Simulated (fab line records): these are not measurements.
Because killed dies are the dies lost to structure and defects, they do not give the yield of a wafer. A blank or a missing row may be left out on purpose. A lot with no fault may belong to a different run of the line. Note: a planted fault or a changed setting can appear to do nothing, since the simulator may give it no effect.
One fault through the eyes of 2 desks ; flow gf180mcu ; each desk has only its own numbers; what lay behind them comes last

AT THE METROLOGY DESK
Lot by lot, what the gauges showed, no matter which tool ran the lot: averages of those sampled wafers that carry a number. Any lot whose mean is over 4 standard deviations away from the usual mean is out of limits and marked OUT; that distance is given in the brackets.
Columns: A = cd-nm at GF_HV_LDD_CD_MEAS_07, usual 400.0 nm; B = SALICIDE_TIN_RS at GF_SALICIDE_RS_MEAS_04, usual 16.29 ohm/sq
lot;first seen here;A;B
L488;day 10 06:16;399.8;16.70
L489;day 10 11:52;397.0;16.33
L490;day 10 22:05;399.3;16.38
L491;day 10 22:34;401.3;16.15
L493;day 11 10:53;400.1;16.02
L496;day 12 14:01;401.3;16.41
L497;day 12 18:17;400.6;16.15
L498;day 13 01:52;399.2;15.97
L501;day 14 09:02;395.4;16.57
L506;day 15 16:07;402.2;16.04
L508;day 16 04:43;400.3;16.57
L509;day 16 11:20;398.1;16.05
L510;day 16 18:50;402.9;16.13
L511;day 17 02:16;398.9;15.87
This desk's finding: nothing out of limits on any of the 14 lots.

FOR THE TOOL OWNER'S DESK: litho-track-02
The tool's own readings at GF_HV_LDD_DEVELOP_45 (develop time 60 s): means of the sampled wafers that have a number, for each lot that ran on this tool. Any lot whose mean is over 4 standard deviations away from the usual mean is out of limits and marked OUT; that distance is given in the brackets.
Columns: A = developer-temp-C at GF_HV_LDD_DEVELOP_45, usual 22.99 C
lot;first seen here;A
L489;day 12 22:29;22.92
L497;day 15 09:29;23.72 (+7.4) OUT
L498;day 15 17:44;23.85 (+8.7) OUT
L506;day 18 11:56;23.03
L508;day 19 00:56;22.98
L511;day 20 00:59;23.01
Finding of this desk: L497, L498 out of limits; the first was L497 at day 15 09:29, on developer-temp-C at GF_HV_LDD_DEVELOP_45. L489, L506, L508, L511: within limits.

TAKEN TOGETHER
An alarm could have come from the tool owner's desk at day 15 09:29, on L497, L498.
Metrology desk: nothing out of limits seen.
The metrology desk has L497, L498 on record, within its limits.
GF_HV_LDD_DEVELOP_45 was run on litho-track-02 by each of the lots named.

WHAT THE SIMULATOR HAD PUT IN
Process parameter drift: litho-track-02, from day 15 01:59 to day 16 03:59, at GF_HV_LDD_DEVELOP_45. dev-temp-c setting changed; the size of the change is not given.
Shown lots that were struck: L497, L498.
Hours from the fault's start to each desk's first reading out of limits: the tool owner's desk, 8.
